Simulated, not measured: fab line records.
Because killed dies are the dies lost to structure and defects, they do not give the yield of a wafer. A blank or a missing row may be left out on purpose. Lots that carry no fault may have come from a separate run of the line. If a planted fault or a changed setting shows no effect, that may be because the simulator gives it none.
Which tool was responsible? + flow gf180mcu + 33 wafers from 11 lots sampled at 5 of the route's 602 steps

== WHAT THE GAUGES READ, wafer by wafer ==
GF_V2_THK_MEAS_25: measures by xrf. Usual: V2_W_THK 353 nm, standard deviation 4.2.
| lot  | measured     | on           | V2_W_THK (nm) | flag |
|------|--------------|--------------|---------------|------|
| L816 | day 21 05:22 | filmMetro-04 | 355 348 352   |      |
| L817 | day 21 13:07 | filmMetro-02 | 355 353 348   |      |
| L820 | day 22 09:19 | filmMetro-01 | 359 362 362   |      |
| L822 | day 23 04:14 | filmMetro-01 | 358 359 355   |      |
| L824 | day 24 02:31 | filmMetro-02 | 355 350 349   |      |
| L826 | day 24 21:49 | filmMetro-01 | 358 359 360   |      |
| L827 | day 25 06:08 | filmMetro-04 | 353 354 357   |      |
| L832 | day 26 17:05 | filmMetro-02 | 347 349 352   |      |
| L833 | day 26 19:19 | filmMetro-04 | 352 352 344   |      |
| L836 | day 27 16:20 | filmMetro-01 | 354 354 349   |      |
| L837 | day 28 01:50 | filmMetro-04 | 352 357 349   |      |

GF_M3_RS_MEAS_05: uses a four-point probe to measure. Usual: M3_ALCU_RS 0.0696 ohm/sq, standard deviation 0.00081.
| lot  | measured     | on           | M3_ALCU_RS (ohm/sq)                       | flag |
|------|--------------|--------------|-------------------------------------------|------|
| L816 | day 21 05:57 | filmMetro-03 | 0.0683 0.0685 0.0695                      |      |
| L817 | day 21 13:42 | filmMetro-03 | 0.0695 0.0682 0.0682                      |      |
| L820 | day 22 09:53 | filmMetro-03 | 0.0686 0.0696 0.0685                      |      |
| L822 | day 23 04:49 | filmMetro-04 | 0.0692 0.0687 0.0688                      |      |
| L824 | day 24 03:06 | filmMetro-03 | 0.0693 0.0686 0.0685                      |      |
| L826 | day 24 22:25 | filmMetro-03 | 0.0705 0.0717 0.0712 0.0704 0.0717 0.0711 |      |
| L827 | day 25 06:44 | filmMetro-03 | 0.0690 0.0701 0.0696                      |      |
| L832 | day 26 17:40 | filmMetro-01 | 0.0686 0.0682 0.0693                      |      |
| L833 | day 26 19:54 | filmMetro-01 | 0.0700 0.0701 0.0700                      |      |
| L836 | day 27 17:06 | filmMetro-01 | 0.0689 0.0682 0.0695                      |      |
| L837 | day 28 02:25 | filmMetro-01 | 0.0696 0.0692 0.0691                      |      |

== EACH LOT AND THE TOOL THAT RAN IT (in order: tool; ch and the chambers of the sampled wafers; start) ==
| lot  | GF_V2_STRIP_18                      | GF_M3_SPUTTER_01            | GF_M3_SPUTTER_03            |
|------|-------------------------------------|-----------------------------|-----------------------------|
| L816 | plasmaAsher-04 ch 0,1, day 21 04:29 | pvdSputter-02, day 21 05:49 | pvdSputter-02, day 21 05:52 |
| L817 | plasmaAsher-04 ch 0,1, day 21 12:14 | pvdSputter-04, day 21 13:34 | pvdSputter-04, day 21 13:37 |
| L820 | plasmaAsher-02 ch 0,1, day 22 08:25 | pvdSputter-02, day 22 09:46 | pvdSputter-02, day 22 09:50 |
| L822 | plasmaAsher-02 ch 0,1, day 23 03:22 | pvdSputter-04, day 23 04:41 | pvdSputter-04, day 23 04:44 |
| L824 | plasmaAsher-02 ch 0,1, day 24 01:40 | pvdSputter-04, day 24 02:59 | pvdSputter-04, day 24 03:02 |
| L826 | plasmaAsher-02 ch 0, day 24 20:58   | pvdSputter-02, day 24 22:17 | pvdSputter-02, day 24 22:22 |
| L827 | plasmaAsher-04 ch 0,1, day 25 05:16 | pvdSputter-04, day 25 06:34 | pvdSputter-04, day 25 06:38 |
| L832 | plasmaAsher-02 ch 0,1, day 26 16:10 | pvdSputter-02, day 26 17:33 | pvdSputter-02, day 26 17:37 |
| L833 | plasmaAsher-03 ch 0,1, day 26 18:19 | pvdSputter-02, day 26 19:46 | pvdSputter-02, day 26 19:50 |
| L836 | plasmaAsher-04 ch 0,1, day 27 15:26 | pvdSputter-02, day 27 16:59 | pvdSputter-02, day 27 17:02 |
| L837 | plasmaAsher-03 ch 0,1, day 28 00:56 | pvdSputter-04, day 28 02:17 | pvdSputter-04, day 28 02:21 |
- GF_V2_STRIP_18: strips in O2/N2.
- GF_M3_SPUTTER_01: material TiN, target thk 30 nm, time 25 s.
- GF_M3_SPUTTER_03: material Ti, target thk 10 nm, time 6.7 s.

== AS READ BY THE TOOLS THEMSELVES (means over the sampled wafers that have a number; for cases with no such wafer, the mark the record gives instead) ==
GF_V2_STRIP_18. Usual: drypumpMotorCurrentA 5.8 A, standard deviation 0.46; heaterPowerW 325 W, standard deviation 20; o2FlowSccm 3000 sccm, standard deviation 9.1; oesProductAu 0.593 a.u., standard deviation 0.005; platenTempC 249.99 C, standard deviation 0.19.
| lot  | tool           | drypumpMotorCurrentA (A) | heaterPowerW (W) | o2FlowSccm (sccm) | oesProductAu (a.u.) | platenTempC (C) | flag |
|------|----------------|--------------------------|------------------|-------------------|---------------------|-----------------|------|
| L816 | plasmaAsher-04 | 6.2                      | 325              | 3005              | 0.596               | 249.83          |      |
| L817 | plasmaAsher-04 | 6.2                      | 331              | 3001              | 0.592               | 250.15          |      |
| L820 | plasmaAsher-02 | 5.3                      | 300              | 3002              | 0.598               | 249.98          |      |
| L822 | plasmaAsher-02 | 5.2                      | 307              | 2995              | 0.592               | 250.02          |      |
| L824 | plasmaAsher-02 | 5.2                      | 304              | 2998              | 0.593               | 249.86          |      |
| L826 | plasmaAsher-02 | 5.4                      | 291              | 2990              | 0.593               | 250.05          |      |
| L827 | plasmaAsher-04 | 6.2                      | 325              | 3015              | 0.599               | 250.07          |      |
| L832 | plasmaAsher-02 | 5.3                      | 300              | 3012              | 0.594               | 250.01          |      |
| L833 | plasmaAsher-03 | 5.6                      | 341              | 2994              | 0.593               | 249.95          |      |
| L836 | plasmaAsher-04 | 6.2                      | 323              | 3002              | 0.597               | 250.10          |      |
| L837 | plasmaAsher-03 | 5.6                      | 337              | 3003              | 0.592               | 250.13          |      |

GF_M3_SPUTTER_01. Usual: cathodeDcPowerW 6500.0 W, standard deviation 1.2; chamberPressurePa 0.3999 Pa, standard deviation 0.00086; throttleValvePct 30.4 %, standard deviation 0.91.
| lot  | tool          | cathodeDcPowerW (W) | chamberPressurePa (Pa) | throttleValvePct (%) | flag |
|------|---------------|---------------------|------------------------|----------------------|------|
| L816 | pvdSputter-02 | 6500.2              | 0.4003                 | 31.2                 |      |
| L817 | pvdSputter-04 | 6500.8              | 0.4004                 | 30.4                 |      |
| L820 | pvdSputter-02 | 6500.5              | 0.4002                 | 30.5                 |      |
| L822 | pvdSputter-04 | 6500.4              | 0.4005                 | 29.7                 |      |
| L824 | pvdSputter-04 | 6500.7              | 0.4002                 | 30.4                 |      |
| L826 | pvdSputter-02 | 6500.0              | 0.3996                 | 30.2                 |      |
| L827 | pvdSputter-04 | 6499.7              | 0.4002                 | 29.2                 |      |
| L832 | pvdSputter-02 | 6500.0              | 0.4005                 | 31.0                 |      |
| L833 | pvdSputter-02 | 6500.5              | 0.4009                 | 30.5                 |      |
| L836 | pvdSputter-02 | 6500.6              | 0.4003                 | 30.9                 |      |
| L837 | pvdSputter-04 | 6500.8              | 0.3996                 | 29.7                 |      |

GF_M3_SPUTTER_03. Usual: cathodeDcPowerW 3000.0 W, standard deviation 0.52; chamberPressurePa 0.3000 Pa, standard deviation 0.00058; throttleValvePct 30.4 %, standard deviation 0.91.
| lot  | tool          | cathodeDcPowerW (W) | chamberPressurePa (Pa) | throttleValvePct (%) | flag |
|------|---------------|---------------------|------------------------|----------------------|------|
| L816 | pvdSputter-02 | 3000.3              | 0.2996                 | 31.3                 |      |
| L817 | pvdSputter-04 | 2999.9              | 0.2996                 | 30.3                 |      |
| L820 | pvdSputter-02 | 3000.0              | 0.2996                 | 30.7                 |      |
| L822 | pvdSputter-04 | 3000.2              | 0.2997                 | 29.9                 |      |
| L824 | pvdSputter-04 | 3000.4              | 0.3002                 | 30.3                 |      |
| L826 | pvdSputter-02 | -                   | -                      | -                    | OFF  |
| L827 | pvdSputter-04 | -                   | -                      | -                    | OFF  |
| L832 | pvdSputter-02 | 2999.6              | 0.2999                 | 31.0                 |      |
| L833 | pvdSputter-02 | 2999.6              | 0.2999                 | 30.5                 |      |
| L836 | pvdSputter-02 | 3000.0              | 0.2999                 | 31.0                 |      |
| L837 | pvdSputter-04 | 2999.7              | 0.2994                 | 29.6                 |      |

== THE ANSWER, worked out from the rows above alone ==
Rule: a lot counts as off when the mean over its wafers that have a number is more than 3 standard deviations away from the usual mean. Also off: a lot with no number at a reading for which 4 or more lots have one. All remaining lots with rows at the step are treated as sound. After the gauges, taken in route order, come the tools' own readings; for these a lot's mean is taken, as printed above. At the first step where some lot is off, the reading lying furthest off is the one used; lots without a number count as furthest.
Off, at GF_M3_SPUTTER_03 on cathodeDcPowerW: L826, L827. Without a number there: L826, L827.
A tool fits if, at that step or a process step before it, it ran every lot that is off, and no sound lot after the first of them. Of those tried, none fits.

== WHAT WAS PUT IN BY THE SIMULATOR ==
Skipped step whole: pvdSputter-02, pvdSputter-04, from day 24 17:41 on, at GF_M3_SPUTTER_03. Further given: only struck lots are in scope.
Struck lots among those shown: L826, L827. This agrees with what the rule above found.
